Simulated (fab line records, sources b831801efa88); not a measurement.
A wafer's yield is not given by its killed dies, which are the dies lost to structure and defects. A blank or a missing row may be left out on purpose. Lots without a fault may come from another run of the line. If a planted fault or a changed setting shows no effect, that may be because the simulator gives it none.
fab line records ; flow sky130
record lots=12; wafers=34; lastDay=50
route steps=708 shown NWELL@34 VT_ADJUST_HVTP@95 VT_ADJUST_NCORE@121 VT_ADJUST_PCH@153
lots that met no fault: taken from a fault-free run of the same line
startH: the number of hours between the record's first day and the start of the first shown wafer of the lot ; waitH: hours elapsed since this lot's preceding step ; " as in the row above ; L1.1+2: one row covering several wafers at once ; - no value, or no start given ; * or withheld: withheld ; < > ~ a bound
route shown NAME@n: a module of which the file shows steps, and the number in the route of the first ; usual: the fault-free wafers' mean and standard deviation ; same: alike in all rows ; chamber/n: place in a boat ; sites: the reading at each site ; _std_site: the standard deviation of these ; _edge_site: mean of outer sites minus mean of inner sites ; radiusMm: how far each site lies from the wafer's centre ; mask NAME#n: copy n ; behind: the tool/chamber that last shaped the wafer ; hold: why the lot was held/for how many hours/how that ended ; device: transistor that didn't switch, given as n, p or np ; end of line: the tests these same wafers got at the end of their route ; where a step has no rows: the recipe by itself ; killed: dies that structure and defects cost at the first sort, which is not the same as the wafer's yield ; map: a wafer's dies, x killed, . not, _ none there
set.NAME: the setting that was run; set.NAME@STEP: the one run at that earlier step ; model.NAME: the simulator's own value behind a step, which no gauge read
steps of the route over a sample of lots; a table a step, a row a wafer
services: a tool's chamber out of use, with start hour (startH, from the record's first day; less than 0 if before it), hours out, and reason
## steps
# step SKY_NWELL_THK_MEAS_02
# recipe reads=SiO2_of_NWELL_OXIDATION_01
# usual NWELL_OXIDATION_THK=9.95/0.21
lot.wafer;tool;chamber;startH;waitH;NWELL_OXIDATION_THK[nm]
L257.1;filmMetro-04;-;35.55;0.0;10.00
L257.4;filmMetro-04;-;35.55;0.0;10.19
L257.6;filmMetro-04;-;35.55;0.0;10.04
L258.1;filmMetro-03;-;41.71;0.0;9.82
L258.2;filmMetro-03;-;41.71;0.0;9.92
L258.6;filmMetro-03;-;41.71;0.0;9.93
L260.3;filmMetro-03;-;56.30;0.0;10.08
L260.4;filmMetro-03;-;56.30;0.0;10.11
L260.5;filmMetro-03;-;56.30;0.0;10.24
L261.3;filmMetro-01;-;59.21;0.0;9.86
L261.5;filmMetro-01;-;59.21;0.0;9.95
L261.6;filmMetro-01;-;59.21;0.0;9.90
L262.1;filmMetro-04;-;69.11;0.0;10.03
L262.2;filmMetro-04;-;69.11;0.0;10.29
L262.3;filmMetro-04;-;69.11;0.0;10.31
L271.2;filmMetro-04;-;109.59;0.0;9.87
L271.6;filmMetro-04;-;109.59;0.0;9.92
L272.2;filmMetro-01;-;113.43;0.0;9.67
L272.6;filmMetro-01;-;113.43;0.0;9.49
L274.2;filmMetro-01;-;124.14;0.0;9.86
L274.3;filmMetro-01;-;124.14;0.0;9.80
L274.5;filmMetro-01;-;124.14;0.0;9.74
L275.3;filmMetro-01;-;134.59;0.0;9.50
L275.5;filmMetro-01;-;134.59;0.0;9.78
L275.6;filmMetro-01;-;134.59;0.0;9.68
L278.4;filmMetro-03;-;147.06;0.0;10.07
L278.5;filmMetro-03;-;147.06;0.0;10.29
L278.6;filmMetro-03;-;147.06;0.0;9.95
L279.1;filmMetro-04;-;150.78;0.0;9.94
L279.3;filmMetro-04;-;150.78;0.0;10.04
L279.5;filmMetro-04;-;150.78;0.0;9.97
L280.1;filmMetro-04;-;156.62;0.0;10.17
L280.2;filmMetro-04;-;156.62;0.0;9.95
L280.5;filmMetro-04;-;156.62;0.0;10.06
# step SKY_VT_ADJUST_HVTP_STRIP_10
# recipe chemistry=O2/N2; powerW=1400; pressureMtorr=1500; platenTempC=withheld; o2FlowSccm=3000; n2FlowSccm=300; overashFraction=0.5
# usual drypumpMotorCurrentA=5.6/0.65; oesProductAu=0.716/0.0048; stripTimeToEndpointS=14.18/0.047
# same overashFraction=0.5
lot.wafer;tool;chamber;startH;waitH;drypumpMotorCurrentA;oesProductAu;rfHoursCounterH;stripTimeToEndpointS
L257.1;plasmaAsher-01;0;121.42;0.1;5.0;0.716;0;14.18
L257.4;plasmaAsher-01;1;121.42;0.1;4.8;0.722;-;14.20
L257.6;plasmaAsher-01;0;121.42;0.1;5.0;0.716;-;14.19
L258.1;plasmaAsher-01;0;129.01;0.1;5.0;0.710;1;14.11
L258.2;plasmaAsher-01;1;129.01;0.1;4.8;0.705;1;14.07
L258.6;plasmaAsher-01;1;129.01;0.1;4.8;0.716;-;14.07
L260.3;plasmaAsher-03;1;146.59;0.1;6.4;0.725;-;14.10
L260.4;plasmaAsher-03;0;146.59;0.1;5.4;0.713;-;14.10
L260.5;plasmaAsher-03;0;146.59;0.1;5.4;0.711;-;14.10
L261.3;plasmaAsher-03;0;150.74;0.1;5.4;0.716;-;14.12
L261.5;plasmaAsher-03;1;150.74;0.1;6.3;0.720;-;14.15
L261.6;plasmaAsher-03;0;150.74;0.1;5.4;0.718;-;14.12
L262.1;plasmaAsher-02;0;161.85;0.1;6.6;0.710;45;14.18
L262.2;plasmaAsher-02;1;161.85;0.1;5.8;0.714;45;14.19
L262.3;plasmaAsher-02;0;161.85;0.1;6.6;0.718;-;14.18
L271.2;plasmaAsher-03;1;212.57;0.1;6.4;0.716;53;14.16
L271.6;plasmaAsher-03;1;212.57;0.1;6.4;0.719;-;14.17
L272.2;plasmaAsher-01;0;215.24;0.1;5.0;0.719;10;14.10
L272.6;plasmaAsher-01;0;215.24;0.1;5.0;0.710;-;14.16
L274.2;plasmaAsher-03;1;228.55;0.1;6.4;0.720;54;14.25
L274.3;plasmaAsher-03;0;228.55;0.1;5.4;0.710;-;14.25
L274.5;plasmaAsher-03;1;228.55;0.1;6.4;0.716;-;14.24
L275.3;plasmaAsher-03;1;240.48;0.1;6.4;0.726;-;14.21
L275.5;plasmaAsher-03;0;240.48;0.1;5.4;0.714;-;14.18
L275.6;plasmaAsher-03;1;240.48;0.1;6.4;0.717;-;14.19
L278.4;plasmaAsher-01;0;256.88;0.1;5.0;0.720;-;14.11
L278.5;plasmaAsher-01;1;256.88;0.1;4.8;0.715;-;14.21
L278.6;plasmaAsher-01;0;256.88;0.1;5.0;0.701;-;14.18
L279.1;plasmaAsher-01;0;260.61;0.1;5.0;0.714;14;14.09
L279.3;plasmaAsher-01;1;260.61;0.1;4.8;0.716;-;14.16
L279.5;plasmaAsher-01;0;260.61;0.1;5.0;0.723;-;14.16
L280.1;plasmaAsher-03;0;267.87;0.1;5.4;0.718;59;14.17
L280.2;plasmaAsher-03;1;267.87;0.1;6.3;0.717;59;14.23
L280.5;plasmaAsher-03;1;267.87;0.1;6.3;0.714;-;14.20
# step SKY_VT_ADJUST_NCORE_COAT_02
# recipe resist=NOVOLAK; spinRpm=3000; resistThkNm=1140
lot.wafer;tool;chamber;startH;waitH
L257.1+4+6;lithoTrack-04;0;170.86;0.1
L258.1+2+6;lithoTrack-02;0;179.83;0.1
L260.3+4+5;lithoTrack-03;0;198.50;0.1
L261.3+5+6;lithoTrack-02;0;203.03;0.1
L262.1+2+3;lithoTrack-02;0;214.93;0.1
L271.2+6;lithoTrack-02;0;269.65;0.1
L272.2+6;lithoTrack-02;0;272.80;0.1
L274.2+3+5;lithoTrack-03;0;288.98;0.1
L275.3+5+6;lithoTrack-03;0;301.45;0.1
L278.4+5+6;lithoTrack-04;0;318.84;0.1
L279.1+3+5;lithoTrack-04;0;323.46;0.1
L280.1+2+5;lithoTrack-02;0;332.58;0.1
# step SKY_VT_ADJUST_NCORE_CD_MEAS_07
# recipe targetCdNm=380
# usual cdNm=379.9/2.2
lot.wafer;tool;chamber;startH;waitH;cdNm
L257.1;cdSem-01;-;181.95;0.1;383.1
L257.4;cdSem-01;-;181.95;0.1;379.9
L257.6;cdSem-01;-;181.95;0.1;379.8
L258.1;cdSem-02;-;190.10;0.1;380.2
L258.2;cdSem-02;-;190.10;0.1;379.1
L258.6;cdSem-02;-;190.10;0.1;380.8
L260.3;cdSem-01;-;209.55;0.1;381.6
L260.4;cdSem-01;-;209.55;0.1;378.0
L260.5;cdSem-01;-;209.55;0.1;376.6
L261.3;cdSem-01;-;213.79;0.1;378.3
L261.5;cdSem-01;-;213.79;0.1;380.1
L261.6;cdSem-01;-;213.79;0.1;380.6
L262.1;cdSem-02;-;226.51;0.1;382.5
L262.2;cdSem-02;-;226.51;0.1;384.0
L262.3;cdSem-02;-;226.51;0.1;382.1
L271.2;cdSem-02;-;282.50;0.1;369.4
L271.6;cdSem-02;-;282.50;0.1;378.6
L272.2;cdSem-01;-;285.28;0.1;372.0
L272.6;cdSem-01;-;285.28;0.1;382.3
L274.2;cdSem-01;-;301.88;0.1;377.7
L274.3;cdSem-01;-;301.88;0.1;378.1
L274.5;cdSem-01;-;301.88;0.1;378.8
L275.3;cdSem-02;-;314.17;0.1;377.5
L275.5;cdSem-02;-;314.17;0.1;380.3
L275.6;cdSem-02;-;314.17;0.1;379.9
L278.4;cdSem-02;-;332.47;0.1;385.7
L278.5;cdSem-02;-;332.47;0.1;385.1
L278.6;cdSem-02;-;332.47;0.1;387.5
L279.1;cdSem-01;-;337.13;0.1;380.4
L279.3;cdSem-01;-;337.13;0.1;378.9
L279.5;cdSem-01;-;337.13;0.1;376.1
L280.1;cdSem-02;-;345.76;0.1;377.2
L280.2;cdSem-02;-;345.76;0.1;380.3
L280.5;cdSem-02;-;345.76;0.1;379.1
# step SKY_VT_ADJUST_NCORE_STRIP_10
# recipe chemistry=O2/N2; powerW=1400; pressureMtorr=1500; platenTempC=withheld; o2FlowSccm=3000; n2FlowSccm=300; overashFraction=0.5
# usual drypumpMotorCurrentA=5.9/0.41; oesProductAu=0.716/0.0047; stripTimeToEndpointS=14.18/0.04
# same overashFraction=0.5
lot.wafer;tool;chamber;startH;waitH;drypumpMotorCurrentA;oesProductAu;rfHoursCounterH;stripTimeToEndpointS
L257.1;plasmaAsher-02;1;182.26;0.1;5.7;0.714;47;14.12
L257.4;plasmaAsher-02;1;182.26;0.1;5.8;0.712;-;14.17
L257.6;plasmaAsher-02;1;182.26;0.1;5.7;0.723;-;14.16
L258.1;plasmaAsher-03;0;190.41;0.1;5.4;0.724;51;14.21
L258.2;plasmaAsher-03;1;190.41;0.1;6.4;0.714;51;14.16
L258.6;plasmaAsher-03;1;190.41;0.1;6.4;0.715;-;14.16
L260.3;plasmaAsher-04;0;209.85;0.1;5.6;0.716;-;14.17
L260.4;plasmaAsher-04;1;209.85;0.1;6.0;0.717;-;14.18
L260.5;plasmaAsher-04;1;209.85;0.1;6.0;0.709;-;14.14
L261.3;plasmaAsher-04;0;214.09;0.1;5.7;0.713;-;14.18
L261.5;plasmaAsher-04;0;214.09;0.1;5.6;0.721;-;14.20
L261.6;plasmaAsher-04;1;214.09;0.1;6.0;0.705;-;14.18
L262.1;plasmaAsher-02;0;226.82;0.1;6.5;0.708;51;14.24
L262.2;plasmaAsher-02;1;226.82;0.1;5.8;0.716;51;14.28
L262.3;plasmaAsher-02;1;226.82;0.1;5.8;0.720;-;14.18
L271.2;plasmaAsher-03;0;282.79;0.1;5.4;0.716;60;15.25
L271.6;plasmaAsher-03;1;282.79;0.1;6.4;0.714;-;14.15
L272.2;plasmaAsher-02;1;285.57;0.1;5.7;0.713;56;15.29
L272.6;plasmaAsher-02;1;285.57;0.1;5.8;0.719;-;14.21
L274.2;plasmaAsher-03;1;302.17;0.1;6.4;0.713;62;14.11
L274.3;plasmaAsher-03;0;302.17;0.1;5.4;0.718;-;14.18
L274.5;plasmaAsher-03;1;302.17;0.1;6.4;0.718;-;14.12
L275.3;plasmaAsher-03;0;314.47;0.1;5.4;0.711;-;14.23
L275.5;plasmaAsher-03;0;314.47;0.1;5.4;0.710;-;14.18
L275.6;plasmaAsher-03;1;314.47;0.1;6.4;0.719;-;14.16
L278.4;plasmaAsher-03;1;332.75;0.1;6.4;0.724;-;14.16
L278.5;plasmaAsher-03;1;332.75;0.1;6.4;0.719;-;14.14
L278.6;plasmaAsher-03;0;332.75;0.1;5.4;0.711;-;14.19
L279.1;plasmaAsher-04;0;337.44;0.1;5.7;0.708;53;14.14
L279.3;plasmaAsher-04;1;337.44;0.1;6.0;0.712;-;14.16
L279.5;plasmaAsher-04;0;337.44;0.1;5.6;0.714;-;14.16
L280.1;plasmaAsher-03;0;346.07;0.1;5.4;0.713;66;14.09
L280.2;plasmaAsher-03;1;346.07;0.1;6.4;0.709;66;14.15
L280.5;plasmaAsher-03;1;346.07;0.1;6.4;0.720;-;14.09
# step SKY_VT_ADJUST_PCH_TW_MEAS_10
# usual VT_ADJUST_PCH_TW=142.3/1.4
lot.wafer;tool;chamber;startH;waitH;VT_ADJUST_PCH_TW
L257.1;filmMetro-03;-;226.33;0.1;142.4
L257.4;filmMetro-03;-;226.33;0.1;143.3
L257.6;filmMetro-03;-;226.33;0.1;142.9
L258.1;filmMetro-03;-;234.28;0.1;142.9
L258.2;filmMetro-03;-;234.28;0.1;142.8
L258.6;filmMetro-03;-;234.28;0.1;143.5
L260.3;filmMetro-02;-;255.57;0.1;142.1
L260.4;filmMetro-02;-;255.57;0.1;143.3
L260.5;filmMetro-02;-;255.57;0.1;143.0
L261.3;filmMetro-04;-;258.86;0.1;140.5
L261.5;filmMetro-04;-;258.86;0.1;141.3
L261.6;filmMetro-04;-;258.86;0.1;140.3
L262.1;filmMetro-02;-;273.58;0.1;142.4
L262.2;filmMetro-02;-;273.58;0.1;142.2
L262.3;filmMetro-02;-;273.58;0.1;142.5
L271.2;filmMetro-04;-;334.61;0.1;141.6
L271.6;filmMetro-04;-;334.61;0.1;141.3
L272.2;filmMetro-03;-;337.81;0.1;143.8
L272.6;filmMetro-03;-;337.81;0.1;144.7
L274.2;filmMetro-02;-;355.45;0.1;141.3
L274.3;filmMetro-02;-;355.45;0.1;141.2
L274.5;filmMetro-02;-;355.45;0.1;141.1
L275.3;filmMetro-04;-;368.69;0.1;141.3
L275.5;filmMetro-04;-;368.69;0.1;141.0
L275.6;filmMetro-04;-;368.69;0.1;141.2
L278.4;filmMetro-04;-;388.77;0.1;140.7
L278.5;filmMetro-04;-;388.77;0.1;141.2
L278.6;filmMetro-04;-;388.77;0.1;141.0
L279.1;filmMetro-03;-;393.40;0.1;143.9
L279.3;filmMetro-03;-;393.40;0.1;144.1
L279.5;filmMetro-03;-;393.40;0.1;143.4
L280.1;filmMetro-03;-;403.54;0.1;143.6
L280.2;filmMetro-03;-;403.54;0.1;144.0
L280.5;filmMetro-03;-;403.54;0.1;143.1
## services
tool;chamber;startH;hours;kind
plasmaAsher-01;-;108.75;9.0;pm
plasmaAsher-01;0;108.75;9.0;ventCycle
plasmaAsher-01;1;108.75;9.0;ventCycle
plasmaAsher-01;0;117.75;-;clean
plasmaAsher-01;1;117.75;-;clean
plasmaAsher-03;-;174.84;2.8;pm
plasmaAsher-04;-;187.54;1.2;repair
plasmaAsher-04;-;192.15;0.5;repair
plasmaAsher-03;-;196.30;2.4;repair
lithoTrack-03;-;205.38;-;consumableReplace:filter
plasmaAsher-03;-;216.34;0.4;repair
plasmaAsher-02;-;227.51;12.0;repair
plasmaAsher-01;-;243.62;0.6;repair
plasmaAsher-04;-;249.11;2.8;pm
plasmaAsher-04;-;325.94;1.6;repair
## key
firstSign step=SKY_VT_ADJUST_NCORE_CD_MEAS_07; reading=cdNm; direction=down; sigmas=4.2; usual=379.9; struck=370.7
effect step=SKY_VT_ADJUST_NCORE_STRIP_10; reading=stripTimeToEndpointS; direction=up; sigmas=28; usual=*; struck=*
metAt SKY_VT_ADJUST_NCORE_COAT_02
struckLots L271,L272
struckWafers L271.2,L272.2
testerLeftOut L271,L272
notActingAt SKY_NWELL_THK_MEAS_02,SKY_VT_ADJUST_HVTP_STRIP_10,SKY_VT_ADJUST_PCH_TW_MEAS_10
onsetBetween 214.93 269.65
fault kind=processParameterDrift; tool=lithoTrack-02; chamber=-; onsetH=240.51; steps=SKY_VT_ADJUST_NCORE_COAT_02; channel=resistThkNm; offset=93.4; shape=step; endH=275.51; scope=struckWafersOnly; actsIn=theseRecipesOnly; stated=1140
# testerLeftOut: of these lots the tester's yield and bins aren't shown, on N5 and GAA mostly nor the transistor test; their killed dies are dies lost to structure and defects alone, not to doping, threshold or leakage, so they don't give the yield
